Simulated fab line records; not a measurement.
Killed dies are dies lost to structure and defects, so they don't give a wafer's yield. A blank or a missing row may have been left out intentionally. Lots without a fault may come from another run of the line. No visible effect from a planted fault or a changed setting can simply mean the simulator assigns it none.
fab line records	flow sky130
record lots=13	wafers=39	last_day=50
route steps=708 shown VT_ADJUST_NCORE@126 SONOS_ONO@182 GATE_OXIDE@188 PAD_OPEN@708
lots with no fault: from the same line, run without faults
start_h: start of the lot's first displayed wafer, in hours after the record's first day	wait_h: hours elapsed since this lot's preceding step	" repeats the value in the row above	L1.1+2: a row that stands for several wafers	- either no value or no given start	* or withheld: withheld	< > ~ a bound
route shown NAME@n: names a module that has steps shown in the file, with the first one's number in the route	usual: the fault-free wafers' mean and standard deviation	same: alike in all rows	chamber/n: place in a boat	sites: per-site readings	_std_site: the values' standard deviation	_edge_site: inner sites' mean taken away from outer sites' mean	radius_mm: how far each site lies from the wafer's centre	mask NAME#n: copy n	behind: the tool/chamber that last shaped the wafer	hold: why the lot went on hold/how many hours it stayed there/how the hold came to an end	device: the n, p or np transistor that did not switch	end of line: tests run on the same wafers once the route is complete	a step given without rows: its recipe and nothing more	killed: count of dies lost to structure and defects at first sort (not the wafer's yield)	map: dies across one wafer; x = killed, . = not, _ = none there
set.NAME: the setting that was run; set.NAME@STEP: the one run at that earlier step	model.NAME: the simulator's own value behind a step, which no gauge read
route steps across a sampled set of lots; one table per step, one row per wafer
services: when a tool's chamber went out of use (start_h, in hours from the record's first day, below 0 if earlier), for how many hours, and the reason
## steps
# step SKY_VT_ADJUST_NCORE_CD_MEAS_07
# recipe target_cd_nm=380
# usual cd_nm=379.0/2.4
lot.wafer	tool	chamber	start_h	wait_h	cd_nm
L162.2	cd_sem-02	-	174.37	0.1	379.5
L162.3	"	-	"	"	376.8
L162.4	"	-	"	"	377.3
L163.1	cd_sem-02	-	183.62	0.1	379.1
L163.5	"	-	"	"	379.9
L163.6	"	-	"	"	380.8
L164.2	cd_sem-02	-	188.09	0.1	377.6
L164.5	"	-	"	"	376.6
L164.6	"	-	"	"	374.6
L166.2	cd_sem-02	-	203.43	0.1	377.4
L166.3	"	-	"	"	378.8
L166.6	"	-	"	"	379.0
L167.1	cd_sem-01	-	206.60	0.1	383.1
L167.2	"	-	"	"	380.7
L167.3	"	-	"	"	380.5
L168.1	cd_sem-01	-	217.25	0.1	375.3
L168.3	"	-	"	"	377.5
L168.4	"	-	"	"	377.1
L169.2	cd_sem-01	-	224.73	0.1	379.0
L169.3	"	-	"	"	379.7
L169.4	"	-	"	"	377.2
L170.2	cd_sem-01	-	230.62	0.1	377.9
L170.4	"	-	"	"	373.9
L170.6	"	-	"	"	376.7
L171.3	cd_sem-02	-	235.74	0.1	379.1
L171.4	"	-	"	"	378.8
L171.5	"	-	"	"	378.7
L172.2	cd_sem-02	-	246.83	0.1	379.4
L172.3	"	-	"	"	380.3
L172.5	"	-	"	"	376.5
L181.1	cd_sem-02	-	312.62	0.1	378.6
L181.3	"	-	"	"	377.9
L181.6	"	-	"	"	378.2
L183.3	cd_sem-01	-	333.91	0.1	376.2
L183.4	"	-	"	"	377.1
L183.6	"	-	"	"	379.0
L184.3	cd_sem-01	-	335.41	0.1	374.5
L184.4	"	-	"	"	377.5
L184.6	"	-	"	"	376.9
# step SKY_VT_ADJUST_NCORE_TW_MEAS_11
# usual VT_ADJUST_NCORE_TW=219.5/1.5
lot.wafer	tool	chamber	start_h	wait_h	VT_ADJUST_NCORE_TW
L162.2	film_metro-02	-	174.77	0.1	220.4
L162.3	"	-	"	"	218.8
L162.4	"	-	"	"	219.9
L163.1	film_metro-01	-	184.03	0.1	220.1
L163.5	"	-	"	"	220.3
L163.6	"	-	"	"	221.1
L164.2	film_metro-04	-	188.49	0.1	218.9
L164.5	"	-	"	"	218.2
L164.6	"	-	"	"	218.2
L166.2	film_metro-02	-	203.82	0.1	219.7
L166.3	"	-	"	"	218.9
L166.6	"	-	"	"	219.8
L167.1	film_metro-04	-	207.01	0.1	218.3
L167.2	"	-	"	"	218.7
L167.3	"	-	"	"	218.8
L168.1	film_metro-01	-	217.66	0.1	221.4
L168.3	"	-	"	"	220.3
L168.4	"	-	"	"	221.7
L169.2	film_metro-04	-	225.12	0.1	216.6
L169.3	"	-	"	"	215.7
L169.4	"	-	"	"	216.3
L170.2	film_metro-02	-	231.02	0.1	219.3
L170.4	"	-	"	"	219.5
L170.6	"	-	"	"	219.2
L171.3	film_metro-04	-	236.13	0.1	217.4
L171.4	"	-	"	"	218.9
L171.5	"	-	"	"	217.7
L172.2	film_metro-02	-	247.22	0.1	219.1
L172.3	"	-	"	"	219.5
L172.5	"	-	"	"	219.0
L181.1	film_metro-02	-	313.03	0.1	220.7
L181.3	"	-	"	"	220.9
L181.6	"	-	"	"	221.0
L183.3	film_metro-02	-	334.30	0.1	222.2
L183.4	"	-	"	"	222.0
L183.6	"	-	"	"	221.8
L184.3	film_metro-02	-	335.80	0.1	222.7
L184.4	"	-	"	"	222.0
L184.6	"	-	"	"	221.5
# step SKY_SONOS_ONO_OVL_MEAS_14
# usual SONOS_ONO_OVL=1.0/1.5
lot.wafer	tool	chamber	start_h	wait_h	SONOS_ONO_OVL[nm]
L162.2	overlay-01	-	272.75	0.1	-0.1
L162.3	"	-	"	"	-0.5
L162.4	"	-	"	"	-0.2
L163.1	overlay-01	-	285.58	0.1	1.3
L163.5	"	-	"	"	0.8
L163.6	"	-	"	"	3.2
L164.2	overlay-01	-	288.88	0.1	1.7
L164.5	"	-	"	"	0.7
L164.6	"	-	"	"	2.6
L166.2	overlay-01	-	307.45	0.1	-1.3
L166.3	"	-	"	"	2.1
L166.6	"	-	"	"	1.9
L167.1	overlay-01	-	307.88	0.1	0.8
L167.2	"	-	"	"	-0.5
L167.3	"	-	"	"	1.8
L168.1	overlay-01	-	324.63	0.1	2.6
L168.3	"	-	"	"	0.6
L168.4	"	-	"	"	0.9
L169.2	overlay-02	-	331.75	0.1	0.2
L169.3	"	-	"	"	1.1
L169.4	"	-	"	"	-0.9
L170.2	overlay-02	-	336.10	0.1	1.6
L170.4	"	-	"	"	2.1
L170.6	"	-	"	"	2.3
L171.3	overlay-01	-	343.94	0.1	2.8
L171.4	"	-	"	"	1.1
L171.5	"	-	"	"	0.8
L172.2	overlay-02	-	355.23	0.1	1.6
L172.3	"	-	"	"	-1.4
L172.5	"	-	"	"	-0.3
L181.1	overlay-02	-	435.07	0.1	-1.0
L181.3	"	-	"	"	0.3
L181.6	"	-	"	"	0.6
L183.3	overlay-02	-	457.19	0.1	1.3
L183.4	"	-	"	"	3.0
L183.6	"	-	"	"	0.2
L184.3	overlay-01	-	464.08	0.1	0.2
L184.4	"	-	"	"	-0.9
L184.6	"	-	"	"	0.2
# step SKY_GATE_OXIDE_OXIDATION_01
# recipe temp_c=900	ambient=O2	stabilise_s=600	purge_s=300	target_thk_a=102.68	ox_time_s=1473
# usual spike_tc_lower_C=899.8/1.4	spike_tc_top_C=909.3/1.6	tube_center_temp_C_max=902.3/0.36	zone_power_upper_pct=16.5/0.62
# same purge_s=300
lot.wafer	tool	chamber	start_h	wait_h	spike_tc_lower_C	spike_tc_top_C	tube_center_temp_C_max	zone_power_upper_pct
L162.2	furnace-02	0	274.37	1.2	898.5	909.3	902.6	17.1
L162.3	"	0	"	"	898.4	907.0	902.2	17.3
L162.4	"	0	"	"	898.1	908.1	902.4	17.1
L163.1	furnace-01	0	288.64	2.7	900.3	909.4	902.3	16.3
L163.5	"	0	"	"	901.2	910.4	902.4	16.2
L163.6	"	0	"	"	901.0	909.7	901.9	16.0
L164.2	furnace-02	0	291.43	2.2	900.2	907.9	902.5	17.3
L164.5	"	0	"	"	898.0	908.6	902.8	16.6
L164.6	"	0	"	"	898.8	907.4	902.5	17.2
L166.2	furnace-01	0	308.44	0.7	901.0	908.2	901.9	15.6
L166.3	"	0	"	"	900.2	911.1	901.9	15.9
L166.6	"	0	"	"	902.6	909.4	902.0	15.8
L167.1	furnace-01	0	308.44	0.2	901.4	911.6	903.1	16.0
L167.2	"	0	"	"	900.9	910.0	902.0	15.7
L167.3	"	0	"	"	900.4	909.8	902.3	16.1
L168.1	furnace-01	0	324.97	0.0	900.4	910.4	902.2	16.1
L168.3	"	0	"	"	901.8	908.3	902.1	16.0
L168.4	"	0	"	"	902.4	911.3	901.9	15.7
L169.2	furnace-02	0	332.09	0.0	899.0	908.8	901.8	17.3
L169.3	"	0	"	"	898.3	908.0	902.5	17.0
L169.4	"	0	"	"	898.3	908.8	902.2	17.0
L170.2	furnace-02	0	336.44	0.0	899.4	909.2	902.2	17.1
L170.4	"	0	"	"	898.6	910.9	902.7	17.4
L170.6	"	0	"	"	899.0	908.5	902.5	17.2
L171.3	furnace-02	0	344.85	0.6	899.1	908.3	902.1	17.1
L171.4	"	0	"	"	900.2	907.4	902.0	16.8
L171.5	"	0	"	"	899.0	909.2	902.6	17.0
L172.2	furnace-02	0	361.65	6.0	898.7	908.9	902.6	17.1
L172.3	"	0	"	"	899.0	909.0	902.5	17.1
L172.5	"	0	"	"	900.3	908.9	901.8	17.4
L181.1	furnace-01	0	435.42	0.0	899.5	911.0	902.7	15.8
L181.3	"	0	"	"	900.9	912.8	902.1	15.8
L181.6	"	0	"	"	901.7	910.6	902.9	15.7
L183.3	furnace-01	0	457.53	0.0	902.1	911.0	902.1	15.9
L183.4	"	0	"	"	900.0	910.4	902.3	15.8
L183.6	"	0	"	"	902.5	910.8	902.1	15.9
L184.3	furnace-02	0	465.20	0.8	900.2	907.2	901.7	17.0
L184.4	"	0	"	"	898.1	907.5	901.8	16.7
L184.6	"	0	"	"	900.0	907.5	902.0	17.0
# step SKY_GATE_OXIDE_THK_MEAS_02
# recipe reads=SiO2_of_GATE_OXIDE_OXIDATION_01
# usual GATE_OXIDE_OXIDATION_00_THK=10.36/0.18
lot.wafer	tool	chamber	start_h	wait_h	GATE_OXIDE_OXIDATION_00_THK[nm]
L162.2	film_metro-01	-	275.79	0.0	10.02
L162.3	"	-	"	"	10.17
L162.4	"	-	"	"	10.22
L163.1	film_metro-01	-	290.05	0.0	10.26
L163.5	"	-	"	"	10.40
L163.6	"	-	"	"	10.41
L164.2	film_metro-03	-	292.85	0.0	10.28
L164.5	"	-	"	"	10.34
L164.6	"	-	"	"	10.04
L167.1	film_metro-02	-	309.85	0.0	10.30
L167.2	"	-	"	"	10.23
L167.3	"	-	"	"	10.29
L166.2	film_metro-03	-	309.86	0.0	10.44
L166.3	"	-	"	"	10.44
L166.6	"	-	"	"	10.48
L168.1	film_metro-03	-	326.38	0.0	10.12
L168.3	"	-	"	"	10.27
L168.4	"	-	"	"	10.30
L169.2	film_metro-02	-	333.51	0.0	10.59
L169.3	"	-	"	"	10.56
L169.4	"	-	"	"	10.57
L170.2	film_metro-01	-	337.86	0.0	10.24
L170.4	"	-	"	"	10.27
L170.6	"	-	"	"	10.42
L171.3	film_metro-01	-	346.28	0.0	10.26
L171.4	"	-	"	"	10.07
L171.5	"	-	"	"	10.11
L172.2	film_metro-02	-	363.07	0.0	10.46
L172.3	"	-	"	"	10.41
L172.5	"	-	"	"	10.45
L181.1	film_metro-03	-	436.83	0.0	13.60
L181.3	"	-	"	"	13.66
L181.6	"	-	"	"	13.83
L183.3	film_metro-03	-	458.96	0.0	13.61
L183.4	"	-	"	"	13.50
L183.6	"	-	"	"	13.58
L184.3	film_metro-03	-	466.63	0.0	10.25
L184.4	"	-	"	"	10.38
L184.6	"	-	"	"	10.16
# step SKY_PAD_OPEN_PROBE_99
# usual killed_at_M0_to_M3=43/7	killed_at_M4_up=3.5/1.9	killed_at_contacts=24/5.3	killed_at_front_end=15/4.4	killed_at_other=0.3/0.69	killed_dies=87/9.7	killed_open=48/7	killed_short=39/6.4
# same gross_dies=492	killed_at_back_side=0
lot.wafer	tool	chamber	start_h	wait_h	killed_at_M0_to_M3	killed_at_M4_up	killed_at_contacts	killed_at_front_end	killed_at_other	killed_dies	killed_open	killed_short
L164.2	prober-01	-	1088.01	0.1	53	5	26	12	0	96	51	45
L164.5	prober-01	-	1088.16	0.2	63	2	20	19	0	104	47	55
L164.6	prober-01	-	1088.21	0.2	39	4	43	9	0	95	53	42
L171.3	prober-01	-	1124.47	0.2	52	6	26	17	0	101	60	41
L171.4	prober-01	-	1124.52	0.2	40	2	37	17	0	96	42	53
L171.5	prober-01	-	1124.57	0.2	31	3	19	18	0	71	32	38
L172.2	prober-02	-	1136.22	0.1	43	6	32	14	0	95	59	36
L172.3	prober-02	-	1136.27	0.2	34	5	23	18	0	80	47	33
L172.5	prober-02	-	1136.37	0.2	44	0	18	13	1	76	40	36
L181.1	prober-02	-	1176.72	0.1	34	1	18	12	0	65	39	26
L181.3	prober-02	-	1176.82	0.2	37	4	14	12	2	69	35	34
L181.6	prober-02	-	1176.97	0.2	35	4	24	19	1	83	51	32
L183.3	prober-02	-	1189.83	0.2	51	5	24	15	0	95	54	41
L183.4	prober-02	-	1189.88	0.2	42	3	24	13	0	82	53	29
L183.6	prober-02	-	1189.98	0.2	37	5	29	18	0	89	51	38
# killed by level:class
L164.2 VIA1:geometric_particle:open=12 CONTACT:geometric_particle:open=9 VIA2:geometric_particle:open=9 VIA1:geometric_particle:short=8 CONTACT:geometric_particle:short=7 METAL1:geometric_particle:short=7 LI_CONTACT:geometric_particle:open=5 VIA3:geometric_particle:short=5
L164.5 FIELD_ISO:geometric_particle:short=10 VIA1:geometric_particle:open=10 METAL2:geometric_particle:short=10 CONTACT:geometric_particle:open=9 VIA3:geometric_particle:open=8 METAL1:geometric_particle:short=7 METAL3:geometric_particle:short=7 VIA1:geometric_particle:short=6
L164.6 CONTACT:geometric_particle:open=18 VIA1:geometric_particle:open=8 CONTACT:geometric_particle:short=8 LI_CONTACT:geometric_particle:open=8 LOCAL_INTERCONNECT:geometric_particle:short=7 METAL1:geometric_particle:short=6 VIA3:geometric_particle:open=6 VIA1:geometric_particle:short=6
L171.3 VIA1:geometric_particle:open=13 CONTACT:geometric_particle:open=12 VIA2:geometric_particle:open=10 VIA3:geometric_particle:open=8 LI_CONTACT:geometric_particle:open=6 POLY_GATE:geometric_particle:open=5 METAL4:geometric_particle:short=5 METAL1:geometric_particle:short=5
L171.4 METAL1:geometric_particle:short=12 CONTACT:geometric_particle:open=9 CONTACT:geometric_particle:short=9 LOCAL_INTERCONNECT:geometric_particle:short=8 LI_CONTACT:geometric_particle:open=7 VIA1:geometric_particle:open=7 POLY_GATE:geometric_particle:short=5 VIA3:geometric_particle:open=5
L171.5 CONTACT:geometric_particle:open=11 POLY_GATE:geometric_particle:short=6 METAL1:geometric_particle:short=5 VIA1:geometric_particle:short=5 METAL2:geometric_particle:short=5 FIELD_ISO:geometric_particle:open=4 VIA2:geometric_particle:short=4 VIA2:geometric_particle:open=4
L172.2 CONTACT:geometric_particle:open=14 VIA1:geometric_particle:open=13 LI_CONTACT:geometric_particle:open=9 VIA3:geometric_particle:open=6 VIA2:geometric_particle:open=6 METAL4:geometric_particle:short=5 LI_CONTACT:geometric_particle:short=4 METAL1:geometric_particle:short=4
L172.3 VIA2:geometric_particle:open=10 VIA1:geometric_particle:open=9 CONTACT:geometric_particle:open=9 METAL1:geometric_particle:short=7 CONTACT:geometric_particle:short=6 FIELD_ISO:geometric_particle:open=4 LI_CONTACT:geometric_particle:open=4 FIELD_ISO:geometric_particle:short=3
L172.5 VIA1:geometric_particle:open=12 CONTACT:geometric_particle:open=8 METAL3:geometric_particle:short=8 LI_CONTACT:geometric_particle:open=6 VIA2:geometric_particle:open=6 VIA2:geometric_particle:short=6 FIELD_ISO:geometric_particle:short=4 METAL2:geometric_particle:short=4
L181.1 VIA2:geometric_particle:open=9 CONTACT:geometric_particle:open=6 LI_CONTACT:geometric_particle:open=5 VIA1:geometric_particle:open=5 VIA3:geometric_particle:open=4 FIELD_ISO:geometric_particle:open=3 FIELD_ISO:geometric_particle:short=3 POLY_GATE:geometric_particle:short=3
L181.3 VIA1:geometric_particle:open=13 VIA1:geometric_particle:short=6 FIELD_ISO:geometric_particle:short=5 CONTACT:geometric_particle:open=5 METAL2:geometric_particle:short=5 VIA2:geometric_particle:open=5 METAL4:geometric_particle:short=4 FIELD_ISO:geometric_particle:open=3
L181.6 LI_CONTACT:geometric_particle:open=9 VIA1:geometric_particle:open=8 VIA2:geometric_particle:open=7 VIA3:geometric_particle:open=6 CONTACT:geometric_particle:open=5 CONTACT:geometric_particle:short=5 POLY_GATE:geometric_particle:open=4 LOCAL_INTERCONNECT:geometric_particle:short=4
L183.3 VIA1:geometric_particle:open=11 LI_CONTACT:geometric_particle:open=8 CONTACT:geometric_particle:open=7 VIA3:geometric_particle:open=7 VIA2:geometric_particle:open=6 VIA2:geometric_particle:short=6 POLY_GATE:geometric_particle:open=5 METAL3:geometric_particle:short=5
L183.4 VIA3:geometric_particle:open=13 CONTACT:geometric_particle:open=10 VIA1:geometric_particle:open=8 LI_CONTACT:geometric_particle:open=6 VIA2:geometric_particle:open=6 FIELD_ISO:geometric_particle:open=5 CONTACT:geometric_particle:short=5 METAL1:geometric_particle:short=5
L183.6 CONTACT:geometric_particle:open=10 LOCAL_INTERCONNECT:geometric_particle:short=7 VIA2:geometric_particle:open=7 FIELD_ISO:geometric_particle:open=6 METAL1:geometric_particle:short=6 LI_CONTACT:geometric_particle:open=6 FIELD_ISO:geometric_particle:short=5 VIA1:geometric_particle:open=5
## services
tool	chamber	start_h	hours	kind
furnace-01	-	251.55	2.8	pm
furnace-02	-	275.78	4.5	pm
furnace-02	-	347.51	2.8	pm
furnace-02	-	354.80	4.0	pm
furnace-01	-	419.37	3.6	pm
## key
first_sign step=SKY_GATE_OXIDE_THK_MEAS_02	reading=GATE_OXIDE_OXIDATION_00_THK	direction=up	sigmas=18	usual=10.36	struck=13.63
effect none on later readings
met_at SKY_GATE_OXIDE_OXIDATION_01
struck_lots L181,L183
tester_left_out L181,L183
not_acting_at SKY_VT_ADJUST_NCORE_CD_MEAS_07,SKY_VT_ADJUST_NCORE_TW_MEAS_11,SKY_SONOS_ONO_OVL_MEAS_14
onset_between 324.97 435.42
fault kind=process_parameter_drift	tool=furnace-01	chamber=-	onset_h=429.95	steps=SKY_GATE_OXIDE_OXIDATION_01	channel=ox_time_s	offset=*	shape=step	end_h=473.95	acts_in=*	stated=*
# tester_left_out: of these lots the tester's yield and bins aren't shown, on N5 and GAA mostly nor the transistor test; their killed dies are dies lost to structure and defects alone, not to doping, threshold or leakage, so they don't give the yield
